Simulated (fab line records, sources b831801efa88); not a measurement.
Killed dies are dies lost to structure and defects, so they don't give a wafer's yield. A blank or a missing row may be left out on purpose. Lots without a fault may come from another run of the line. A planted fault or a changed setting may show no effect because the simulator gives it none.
Chamber matching | flow sky130 | SKY_FIELD_ISO_ETCH_17 on rie_si-01: 4 sister chambers
The step etches Si in HBr/Cl2/O2, target depth 342 nm, time 97.7 s. 4 wafers are shown with their chamber, then 7 later ones without.

WAFERS WITH THEIR CHAMBER
wafer  | chamber | drypump_motor_current_A (A)
L787.1 | 0       | 4.9
L788.2 | 1       | 5.7
L792.2 | 3       | 5.7
L792.3 | 2       | 6.1

WAFERS WITHOUT THEIR CHAMBER
wafer  | drypump_motor_current_A (A)
L792.6 | 6.1
L799.1 | 5.7
L799.5 | 4.9
L799.6 | 5.7
L805.3 | 4.9
L805.4 | 6.2
L805.5 | 5.7

WHICH CHAMBER EACH WENT THROUGH
wafer  | from the rows above     | in truth
L792.6 | 2                       | 2
L799.1 | can't be placed: 1 or 3 | 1
L799.5 | 0                       | 0
L799.6 | can't be placed: 1 or 3 | 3
L805.3 | 0                       | 0
L805.4 | 2                       | 2
L805.5 | can't be placed: 1 or 3 | 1
Placed correctly: 4 of 7. Can't be placed from these rows: 3 (the true chamber is among the candidates in 3). Placed wrongly: 0.
How it was worked out, from the rows above alone: a wafer's distance from a chamber is the root of the sum, over the readings, of the square of ((its reading less the chamber's mean) divided by the reading's scatter). The wafer belongs to the nearest chamber; if the next one is less than 2 further off, it can't be placed. A chamber's mean is the mean of its shown wafers. The scatter: with one shown wafer a chamber, the root of the mean of the squares of how far each hidden wafer lies from its nearest shown one.
